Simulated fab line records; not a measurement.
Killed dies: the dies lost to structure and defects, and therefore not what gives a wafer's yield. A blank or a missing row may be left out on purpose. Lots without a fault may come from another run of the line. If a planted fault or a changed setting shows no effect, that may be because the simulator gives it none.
fab line records    flow sky130
[record] lots = 6  wafers = 18  last-day = 50
route steps=708 shown SPACER@306 POLY_CUT@307 PAD_OPEN@708
lots that met no fault: from a run of the same line without faults
start-h: the number of hours between the record's first day and the start of the first shown wafer of the lot    wait-h: hours from the lot's prior step to this one    " identical to the entry in the row above    L1.1+2: one row covering several wafers at once    - no value, or no start given    * or withheld: withheld    < > ~ a bound
route shown NAME@n: NAME is a module with steps in the file, n the number in the route of the first one    usual: mean and standard deviation over wafers with no fault    same: alike in all rows    chamber/n: place in a boat    sites: readings site by site    _std_site: standard deviation of those values    _edge_site: inner sites' mean taken away from outer sites' mean    radius-mm: how far each site lies from the wafer's centre    mask NAME#n: copy n    behind: tool/chamber where the wafer was last shaped    hold: reason for holding the lot/hours on hold/outcome of the hold    device: whichever transistor did not switch (one of n, p or np)    end of line: tests of these same wafers at the route's end    for a step that has no rows: nothing shown but its recipe    killed: the dies lost at the first sort to structure and to defects; this is not the yield of the wafer    map: shows each die of a wafer: x if killed, . if not, _ if none is there
set.NAME: setting as actually run; set.NAME@STEP: the setting as run at that earlier step    model.NAME: the simulator's own value behind a step, which no gauge read
lots seen at some steps along the route; tables by step, rows by wafer
services: from which hour (start-h, from the record's first day; less than 0 if before it) a tool's chamber was out of use, for how many hours, and why
[[steps]]
[step SKY_SPACER_ETCHBACK_02]
[recipe] chemistry = CH3F/O2  target = Si3N4  stop-on = SiO2  source-w = 400  bias-w = 80  pressure-mtorr = 25  ch3f-flow-sccm = 40  O2_flow_sccm = 30  time-s = 46.7  target-depth-a = 450
[usual] drypump-motor-current-A = 5.4/0.35  oes-product-au = 0.853/0.0062  rf-fwd-power-W = 395.9/1.4  throttle-valve-pct = 10.562/0.0091
lot.wafer  tool         chamber  start-h  wait-h  drypump-motor-current-A  oes-product-au  rf-fwd-power-W  rf-hours-counter-h  throttle-valve-pct
L734.1     rie-diel-04  1        531.88   0.1     5.9                      0.851           398.3           5                   10.566
L734.4     "            2        "        "       5.0                      0.853           394.0           10                  10.566
L734.5     "            2        "        "       5.1                      0.860           394.1           -                   10.570
L738.1     rie-diel-03  3        582.56   0.1     5.0                      0.850           395.5           68                  10.570
L738.5     "            3        "        "       5.0                      0.853           395.4           -                   10.563
L738.6     "            2        "        "       5.2                      0.857           396.9           -                   10.563
L744.1     rie-diel-01  0        617.51   0.1     5.4                      0.857           398.4           4                   10.561
L744.2     "            3        "        "       5.5                      0.862           395.7           38                  10.569
L744.4     "            0        "        "       5.4                      0.858           396.8           -                   10.565
L748.2     rie-diel-01  0        649.37   0.0     5.4                      0.837           399.3           5                   10.559
L748.4     "            1        "        "       5.8                      0.842           393.2           3                   10.541
L748.6     "            0        "        "       5.4                      0.830           398.7           -                   10.558
L751.1     rie-diel-03  3        692.21   0.1     4.9                      0.857           397.1           1                   10.572
L751.2     "            0        "        "       5.5                      0.852           396.6           9                   10.572
L751.3     "            2        "        "       5.2                      0.857           396.1           12                  10.580
L756.1     rie-diel-01  3        715.09   0.1     5.5                      0.856           397.2           40                  10.555
L756.5     "            3        "        "       5.5                      0.851           397.8           -                   10.569
L756.6     "            0        "        "       5.4                      0.856           396.9           -                   10.573
[step SKY_POLY_CUT_DEHYDRATE_00]
[recipe] temp-c = 200  time-s = 60
[step SKY_POLY_CUT_HMDS_01]
[recipe] prime-time-s = 60  prime-temp-c = 120
[step SKY_POLY_CUT_COAT_02]
[recipe] resist = BARC  temp-c = withheld  time-s = withheld  spin-rpm = 3000  resist-thk-nm = 60
[step SKY_POLY_CUT_COAT_03]
[recipe] resist = KrF-thick  spin-rpm = 3000  resist-thk-nm = 450
[step SKY_POLY_CUT_SOFTBAKE_04]
[recipe] temp-c = 100  time-s = 90  resist = KrF-thick
[step SKY_POLY_CUT_EXPOSE_05]
[recipe] mask-id = NPCM  na = 0.8  source-shape = annular  sigma-inner = 0.55  sigma-outer = 0.85  target-cd-nm = 270  dose-mj = 32
[step SKY_POLY_CUT_PEB_06]
[recipe] peb-temp-c = withheld  peb-time-s = withheld  resist = KrF-thick
[step SKY_POLY_CUT_DEVELOP_07]
[recipe] develop-time-s = 60  resist = KrF-thick  dev-temp-c = 21
[step SKY_POLY_CUT_CD_MEAS_08]
[recipe] target-cd-nm = 270
[usual] cd-nm = 269.8/1.5
lot.wafer  tool       chamber  start-h  wait-h  cd-nm
L734.1     cd-sem-02  -        562.55   -       268.2
L734.4     "          -        "        "       267.7
L734.5     "          -        "        "       269.1
L738.1     cd-sem-02  -        611.40   -       268.9
L738.5     "          -        "        "       268.6
L738.6     "          -        "        "       268.6
L744.1     cd-sem-02  -        645.87   -       271.5
L744.2     "          -        "        "       271.3
L744.4     "          -        "        "       272.1
L748.2     cd-sem-02  -        677.28   -       268.5
L748.4     "          -        "        "       269.5
L748.6     "          -        "        "       267.4
L751.1     cd-sem-02  -        719.77   -       269.0
L751.2     "          -        "        "       269.3
L751.3     "          -        "        "       269.5
L756.1     cd-sem-01  -        742.02   -       270.8
L756.5     "          -        "        "       269.5
L756.6     "          -        "        "       269.9
[step SKY_POLY_CUT_OVL_MEAS_09]
[usual] POLY_CUT_OVL = 0/4.9
lot.wafer  tool        chamber  start-h  wait-h  POLY_CUT_OVL[nm]
L734.1     overlay-02  -        562.67   0.1     -2
L734.4     "           -        "        "       -2
L734.5     "           -        "        "       0
L738.1     overlay-01  -        611.52   0.1     0
L738.5     "           -        "        "       -1
L738.6     "           -        "        "       14
L744.1     overlay-01  -        645.99   0.1     5
L744.2     "           -        "        "       4
L744.4     "           -        "        "       3
L748.2     overlay-01  -        677.39   0.1     4
L748.4     "           -        "        "       4
L748.6     "           -        "        "       6
L751.1     overlay-01  -        719.89   0.1     5
L751.2     "           -        "        "       0
L751.3     "           -        "        "       11
L756.1     overlay-01  -        742.14   0.1     5
L756.5     "           -        "        "       2
L756.6     "           -        "        "       2
[step SKY_POLY_CUT_ETCH_10]
[recipe] chemistry = N2/H2  target = BARC  ion-energy-ev = 200  source-w = 500  bias-w = 100  pressure-mtorr = 30  n2-flow-sccm = 100  h2-flow-sccm = 200  stop-on = SiO2  time-s = 45.9  target-depth-a = 600
[usual] drypump-motor-current-A = 5.5/0.38  oes-product-au = 0.855/0.0054  rf-fwd-power-W = 494.2/1.8  throttle-valve-pct = 13.224/0.0087
lot.wafer  tool         chamber  start-h  wait-h  drypump-motor-current-A  oes-product-au  rf-fwd-power-W  rf-hours-counter-h  throttle-valve-pct
L734.1     rie-diel-02  2        562.71   0.0     5.3                      0.846           496.7           9                   13.225
L734.4     "            1        "        "       5.8                      0.858           492.2           -                   13.221
L734.5     "            0        "        "       5.1                      0.851           496.8           -                   13.234
L738.1     rie-diel-04  3        611.56   0.0     6.1                      0.853           495.7           3                   13.221
L738.5     "            3        "        "       6.1                      0.850           493.4           -                   13.223
L738.6     "            0        "        "       5.0                      0.851           495.1           -                   13.220
L744.1     rie-diel-02  1        646.03   0.0     5.8                      0.856           494.4           57                  13.212
L744.2     "            3        "        "       5.8                      0.850           494.5           11                  13.229
L744.4     "            0        "        "       5.1                      0.855           493.3           0                   13.210
L748.2     rie-diel-02  2        677.42   0.0     5.3                      0.858           497.5           12                  13.225
L748.4     "            3        "        "       5.8                      0.845           495.1           -                   13.216
L748.6     "            0        "        "       5.1                      0.854           494.3           -                   13.219
L751.1     rie-diel-01  1        719.93   0.0     5.8                      0.851           493.5           4                   13.229
L751.2     "            3        "        "       5.5                      0.855           495.6           40                  13.207
L751.3     "            2        "        "       4.9                      0.854           494.4           10                  13.216
L756.1     rie-diel-04  0        742.18   0.0     5.0                      0.845           494.4           14                  13.234
L756.5     "            2        "        "       5.1                      0.848           492.7           -                   13.219
L756.6     "            1        "        "       6.0                      0.855           494.9           -                   13.235
[step SKY_POLY_CUT_ETCH_11]
[recipe] target = Si3N4  chemistry = CF4/CH2F2/Ar  stop-on = poly-Si  source-w = 600  bias-w = 150  pressure-mtorr = 40  cf4-flow-sccm = 40  ch2f2-flow-sccm = 20  Ar_flow_sccm = 150  time-s = 42.5  target-depth-a = 600
[usual] cf4-flow-sccm = 40.03/0.12  drypump-motor-current-A = 5.5/0.38  oes-product-au = 0.829/0.0061  rf-fwd-power-W = 592.8/2.4  throttle-valve-pct = 14.993/0.0082
lot.wafer  tool         chamber  start-h  wait-h  cf4-flow-sccm  drypump-motor-current-A  oes-product-au  rf-fwd-power-W  rf-hours-counter-h  throttle-valve-pct  model.poly-Si_of_POLY_GATE_CVD_00.thk-nm  model.POLY_CUT.feature-depth-nm
L734.1     rie-diel-02  2        562.75   0.0     40.23          5.2                      0.827           595.3           9                   15.010              181.2                                     61.87
L734.4     "            1        "        "       40.07          5.8                      0.826           588.4           -                   14.987              180.2                                     61.71
L734.5     "            0        "        "       39.94          5.1                      0.827           590.2           -                   14.990              180.8                                     61.83
L738.1     rie-diel-04  3        611.60   0.0     40.14          6.1                      0.831           591.1           3                   14.994              180.2                                     62.81
L738.5     "            3        "        "       39.94          6.1                      0.824           590.6           -                   14.994              176.6                                     61.97
L738.6     "            0        "        "       40.10          5.0                      0.836           595.7           -                   14.994              177.3                                     62.63
L744.1     rie-diel-02  1        646.07   0.0     40.04          5.8                      0.832           594.9           57                  15.002              170.2                                     69.43
L744.2     "            3        "        "       40.14          5.8                      0.823           590.4           11                  15.007              170.4                                     69.58
L744.4     "            0        "        "       39.92          5.1                      0.828           595.0           0                   15.003              170.9                                     69.59
L748.2     rie-diel-02  2        677.46   0.0     40.07          5.3                      0.833           594.7           12                  14.987              171.9                                     69.9
L748.4     "            3        "        "       40.07          5.8                      0.837           594.0           -                   14.992              173.4                                     70.5
L748.6     "            0        "        "       40.05          5.1                      0.836           593.0           -                   14.985              173.2                                     69.96
L751.1     rie-diel-01  1        719.97   0.0     39.99          5.8                      0.834           591.4           4                   14.985              179.5                                     61.54
L751.2     "            3        "        "       39.95          5.5                      0.827           592.2           40                  15.009              178.5                                     62
L751.3     "            2        "        "       40.04          4.8                      0.835           590.6           10                  15.000              180.3                                     62.44
L756.1     rie-diel-04  0        742.22   0.0     39.97          5.0                      0.820           592.6           14                  15.007              181.4                                     61.62
L756.5     "            2        "        "       40.09          5.1                      0.829           589.7           -                   14.993              181.3                                     61.66
L756.6     "            1        "        "       40.04          6.0                      0.820           596.7           -                   14.999              182.3                                     61.88
[step SKY_POLY_CUT_STRIP_12]
[recipe] chemistry = O2/N2  power-w = 1400  pressure-mtorr = 1500  platen-temp-c = withheld  o2-flow-sccm = 3000  n2-flow-sccm = 300  overash-fraction = 0.5
[usual] drypump-motor-current-A = 5.7/0.35  oes-product-au = 0.453/0.0045  strip-time-to-endpoint-s = 5.358/0.017
lot.wafer  tool             chamber  start-h  wait-h  drypump-motor-current-A  oes-product-au  rf-hours-counter-h  strip-time-to-endpoint-s
L734.1     plasma-asher-04  1        562.79   0.0     6.0                      0.451           13                  5.370
L734.4     "                0        "        "       5.8                      0.459           -                   5.367
L734.5     "                0        "        "       5.8                      0.460           -                   5.354
L738.1     plasma-asher-01  0        611.64   0.0     5.3                      0.454           95                  5.369
L738.5     "                0        "        "       5.3                      0.454           -                   5.354
L738.6     "                1        "        "       5.5                      0.451           -                   5.354
L744.1     plasma-asher-02  0        646.11   0.0     5.1                      0.449           53                  5.361
L744.2     "                1        "        "       6.2                      0.455           53                  5.366
L744.4     "                0        "        "       5.1                      0.452           -                   5.343
L748.2     plasma-asher-02  0        677.50   0.0     5.1                      0.445           56                  5.323
L748.4     "                0        "        "       5.1                      0.452           -                   5.331
L748.6     "                0        "        "       5.1                      0.459           -                   5.338
L751.1     plasma-asher-04  1        720.01   0.0     6.0                      0.447           29                  5.337
L751.2     "                0        "        "       5.7                      0.450           29                  5.345
L751.3     "                0        "        "       5.8                      0.455           -                   5.341
L756.1     plasma-asher-02  0        742.26   0.0     5.2                      0.456           62                  5.382
L756.5     "                1        "        "       6.2                      0.457           -                   5.359
L756.6     "                0        "        "       5.2                      0.456           -                   5.381
[step SKY_PAD_OPEN_PROBE_99]
[usual] killed_at_M0_to_M3 = 44/6.4  killed_at_M4_up = 3.0/1.8  killed-at-contacts = 24/5  killed-at-front-end = 16/4.3  killed-at-other = 0.4/0.76  killed-dies = 88/8.6  killed-open = 47/7.2  killed-short = 40/5.5
[same] gross-dies = 492  killed-at-back-side = 0
lot.wafer  tool       chamber  start-h  wait-h  killed_at_M0_to_M3  killed_at_M4_up  killed-at-contacts  killed-at-front-end  killed-at-other  killed-dies  killed-open  killed-short
L738.1     prober-02  -        1112.16  0.1     45                  0                22                  16                   0                83           49           32
L738.5     prober-02  -        1112.36  0.2     48                  1                20                  15                   0                84           43           39
L738.6     prober-02  -        1112.41  0.2     52                  1                22                  15                   1                91           56           35
L744.1     prober-02  -        1134.21  0.1     47                  7                19                  20                   0                93           43           49
L744.2     prober-02  -        1134.26  0.1     37                  3                22                  23                   1                86           50           36
L744.4     prober-02  -        1134.36  0.2     47                  3                22                  21                   0                93           56           37
// killed by level:class
L738.1 CONTACT:geometric-particle:open=10 VIA2:geometric-particle:open=10 VIA1:geometric-particle:open=8 LI_CONTACT:geometric-particle:open=5 METAL2:geometric-particle:short=5 POLY_GATE:geometric-particle:open=4 LOCAL_INTERCONNECT:geometric-particle:short=4 METAL3:geometric-particle:short=4
L738.5 VIA2:geometric-particle:open=10 VIA1:geometric-particle:open=8 CONTACT:geometric-particle:open=7 METAL1:geometric-particle:short=6 LOCAL_INTERCONNECT:geometric-particle:short=5 POLY_GATE:geometric-particle:open=4 LI_CONTACT:geometric-particle:open=4 CONTACT:geometric-particle:short=4
L738.6 CONTACT:geometric-particle:open=14 VIA3:geometric-particle:open=10 VIA1:geometric-particle:open=10 METAL1:geometric-particle:short=8 FIELD_ISO:geometric-particle:short=5 FIELD_ISO:geometric-particle:open=5 METAL2:geometric-particle:short=5 VIA2:geometric-particle:open=5
L744.1 CONTACT:geometric-particle:open=10 METAL2:geometric-particle:short=10 VIA1:geometric-particle:open=7 VIA3:geometric-particle:open=6 FIELD_ISO:geometric-particle:open=5 FIELD_ISO:geometric-particle:short=5 METAL4:geometric-particle:short=5 POLY_GATE:geometric-particle:open=4
L744.2 VIA1:geometric-particle:open=11 FIELD_ISO:geometric-particle:open=8 LI_CONTACT:geometric-particle:open=7 METAL1:geometric-particle:short=6 CONTACT:geometric-particle:open=6 CONTACT:geometric-particle:short=5 VIA3:geometric-particle:open=5 POLY_GATE:geometric-particle:open=4
L744.4 CONTACT:geometric-particle:open=10 VIA1:geometric-particle:open=8 LI_CONTACT:geometric-particle:open=7 VIA3:geometric-particle:open=7 POLY_GATE:geometric-particle:open=6 VIA2:geometric-particle:open=6 METAL2:geometric-particle:short=5 METAL1:geometric-particle:short=5
[[services]]
tool             chamber  start-h  hours  kind
plasma-asher-04  -        513.86   2.8    repair
rie-diel-03      0        531.64   2.4    repair
rie-diel-02      2        534.57   6.5    repair
rie-diel-04      1        556.58   2.7    repair
rie-diel-02      3        562.45   13.3   repair
rie-diel-01      1        605.76   23.5   repair
rie-diel-03      3        607.08   9.0    repair
rie-diel-02      0        615.79   -      clean
rie-diel-02      0        615.79   18.3   scheduled-down
rie-diel-04      1        632.39   7.1    repair
rie-diel-03      -        638.77   2.8    pm
rie-diel-04      1        647.12   3.5    repair
rie-diel-03      3        669.08   7.9    repair
rie-diel-02      1        673.39   15.3   repair
rie-diel-04      2        674.95   4.8    repair
rie-diel-04      -        684.50   28.1   pm
rie-diel-01      0        697.16   1.7    repair
plasma-asher-02  -        700.98   5.1    repair
rie-diel-02      -        702.24   2.8    pm
rie-diel-03      -        704.19   0.5    repair
rie-diel-04      1        729.13   10.2   repair
rie-diel-04      2        730.46   1.6    repair
rie-diel-04      0        730.61   2.9    repair
plasma-asher-01  -        733.75   9.0    pm
[[key]]
first-sign none at tools or gauges
[model-effect] step = SKY_POLY_CUT_ETCH_11  value = poly-Si_of_POLY_GATE_CVD_00.thk-nm  without = 179.5  struck = 171.7
met-at SKY_POLY_CUT_ETCH_11
struck-wafers L744.1,L744.2,L744.4,L748.2,L748.4,L748.6
tester-left-out L744,L748
onset-between 562.75 646.07
also-fits SKY_POLY_CUT_ETCH_10:rie-diel-02
[fault] kind = process-parameter-drift  tool = rie-diel-02  chamber = -  onset-h = 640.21  steps = SKY_POLY_CUT_ETCH_11  channel = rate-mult  offset = 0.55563  shape = step  end-h = 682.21
// tester-left-out: of these lots the tester's yield and bins aren't shown, on N5 and GAA mostly nor the transistor test; their killed dies are dies lost to structure and defects alone, not to doping, threshold or leakage, so they don't give the yield
